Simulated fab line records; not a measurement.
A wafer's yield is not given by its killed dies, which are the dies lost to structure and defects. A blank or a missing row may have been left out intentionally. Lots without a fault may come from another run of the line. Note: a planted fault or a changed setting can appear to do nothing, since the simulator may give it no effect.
Lot-split experiment + flow sfq-line + on a route of 325 steps: 5 lots, 23 wafers read

ON THE SPLIT
At SFQ_TRILAYER_I2_CMP_CMP_064 (polishes SiO2), the setting leave-above-ref-nm was moved away from the recipe's 200 nm on 5 of the 23 wafers read, by -6.6% to -4.0%. All remaining wafers had this setting at the recipe value.

FROM THE SPLIT TO THE READING: what the file shows between them, 2 steps
- SFQ_TRILAYER_I2_METRO_MEASURE_065
- SFQ_TRILAYER_I2_VIA_BARC_OPEN_VIA_ETCH_096: etches BARC in O2, target depth 125 nm, time 41.7 s (also split here: time-s)

THE READING
oes-product-au, in a.u., at SFQ_TRILAYER_I2_VIA_ETCH_VIA_ETCH_070 (etches SiO2 in CHF3, stops on Nb, target depth 260 nm). Typical for fault-free wafers on this fab line: 0.854 a.u., with standard deviation 0.0053 a.u.

| wafer  | tool, chamber at the split | leave-above-ref-nm as run, nm | against the recipe | oes-product-au, a.u. | against lot-mates on the recipe |
|--------|----------------------------|-------------------------------|--------------------|----------------------|---------------------------------|
| L080.2 | cmp-01, 0                  | 200                           | recipe             | 0.854                | -                               |
| L080.3 | cmp-01, 1                  | 200                           | recipe             | 0.859                | -                               |
| L080.4 | cmp-01, 3                  | 200                           | recipe             | 0.847                | -                               |
| L080.5 | cmp-01, 2                  | 200                           | recipe             | 0.857                | -                               |
| L080.6 | cmp-01, 3                  | 200                           | recipe             | 0.858                | -                               |
| L081.1 | cmp-01, 0,3                | 200                           | recipe             | 0.845                | -                               |
| L081.2 | cmp-01, 1                  | 200                           | recipe             | 0.851                | -                               |
| L081.3 | cmp-01, 0,3                | 200                           | recipe             | 0.851                | -                               |
| L082.1 | cmp-01, 2                  | 186.9                         | -6.6%              | 0.820                | -0.034                          |
| L082.2 | cmp-01, 0                  | 200                           | recipe             | 0.850                | -                               |
| L082.3 | cmp-01, 3                  | 200                           | recipe             | 0.856                | -                               |
| L082.4 | cmp-01, 1                  | 200                           | recipe             | 0.857                | -                               |
| L082.5 | cmp-01, 3                  | 186.9                         | -6.6%              | 0.820                | -0.034                          |
| L084.1 | cmp-01, 2                  | 200                           | recipe             | 0.858                | -                               |
| L084.2 | cmp-01, 3                  | 191.9                         | -4.0%              | 0.825                | -0.032                          |
| L084.4 | cmp-01, 0                  | 191.9                         | -4.0%              | 0.829                | -0.028                          |
| L084.5 | cmp-01, 3                  | 200                           | recipe             | 0.855                | -                               |
| L084.6 | cmp-01, 0                  | 191.9                         | -4.0%              | 0.827                | -0.030                          |
| L085.1 | cmp-02, 1                  | 200                           | recipe             | 0.860                | -                               |
| L085.2 | cmp-02, 0,1                | 200                           | recipe             | 0.855                | -                               |
| L085.3 | cmp-02, 3                  | 200                           | recipe             | 0.862                | -                               |
| L085.5 | cmp-02, 0,1                | 200                           | recipe             | 0.856                | -                               |
| L085.6 | cmp-02, 2                  | 200                           | recipe             | 0.847                | -                               |
The file does not say which wafer passed through which chamber wherever a row lists several chambers: such a row stands for several wafers.

FIT RESULTS
A straight line over all 23 wafers: oes-product-au changes by +0.00575 a.u. for each +1% of leave-above-ref-nm; r = +0.94; the points scatter about the line by 0.0048 a.u.
The same after taking each lot's own level away (the mean of its wafers on the recipe; 23 wafers): +0.00592 a.u. for each +1%; r = +0.95; scatter 0.0045 a.u.
According to that fit, moving leave-above-ref-nm by its largest amount changes the reading by 0.039 a.u.
Across the lots, their own levels run from 0.8490 to 0.8565 a.u., a range of 1.4 times the standard deviation given above.
Consequently the slope shifts little with the lot-to-lot level, the two slopes agreeing.
Check: with one of the wafers moved furthest among these (-6.6%) left out of the fit, the line predicts -0.0414 a.u. for it against its lot-mates. Against them it came out at -0.0343 a.u.

FURTHER SPLITS ON THESE WAFERS
Other splits were also applied to these wafers ahead of the reading. Each is held against what the fit with the lots' levels taken away leaves over:
| other split on the same wafers                      | wafers away from the commonest value | r with oes-product-au (lot level and that fit taken away) |
|-----------------------------------------------------|--------------------------------------|-----------------------------------------------------------|
| SFQ_TRILAYER_I1_VIA_LITHO_COAT_049 spin-rpm         | 8                                    | +0.20                                                     |
| SFQ_TRILAYER_I1_VIA_BARC_OPEN_VIA_ETCH_071 source-w | 8                                    | +0.38                                                     |
| SFQ_TRILAYER_M2_LITHO_COAT_062 spin-rpm             | 8                                    | -0.08                                                     |
| SFQ_TRILAYER_I2_VIA_BARC_OPEN_VIA_ETCH_096 time-s   | 8                                    | -0.01                                                     |

THE WHOLE CHAIN: every reading that the file lists as answering this split, in the file's order
| step                                  | what it does                                          | reading                                                                                   | change (the file's fit)                   | r (the file's) |
|---------------------------------------|-------------------------------------------------------|-------------------------------------------------------------------------------------------|-------------------------------------------|----------------|
| SFQ_TRILAYER_I2_CMP_CMP_064           | polishes SiO2                                         | SiO2_of_TRILAYER_I2_DEP_PECVD_063.thk-nm (the simulator's own value, which no gauge read) | +2.13 nm for each +1% of the setting      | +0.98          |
| SFQ_TRILAYER_I2_METRO_MEASURE_065     |                                                       | thk-nm                                                                                    | +2.12 nm for each +1% of the setting      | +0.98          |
| SFQ_TRILAYER_I2_VIA_ETCH_VIA_ETCH_070 | etches SiO2 in CHF3, stops on Nb, target depth 260 nm | oes-product-au                                                                            | +0.00584 a.u. for each +1% of the setting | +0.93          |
| SFQ_TRILAYER_I2_VIA_ETCH_VIA_ETCH_070 | etches SiO2 in CHF3, stops on Nb, target depth 260 nm | I2.feature-depth-nm (the simulator's own value, which no gauge read)                      | +2.13 nm for each +1% of the setting      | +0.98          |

FILE'S OWN FIT
oes-product-au changes by +0.00584 a.u. for each +1% of leave-above-ref-nm, r = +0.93.
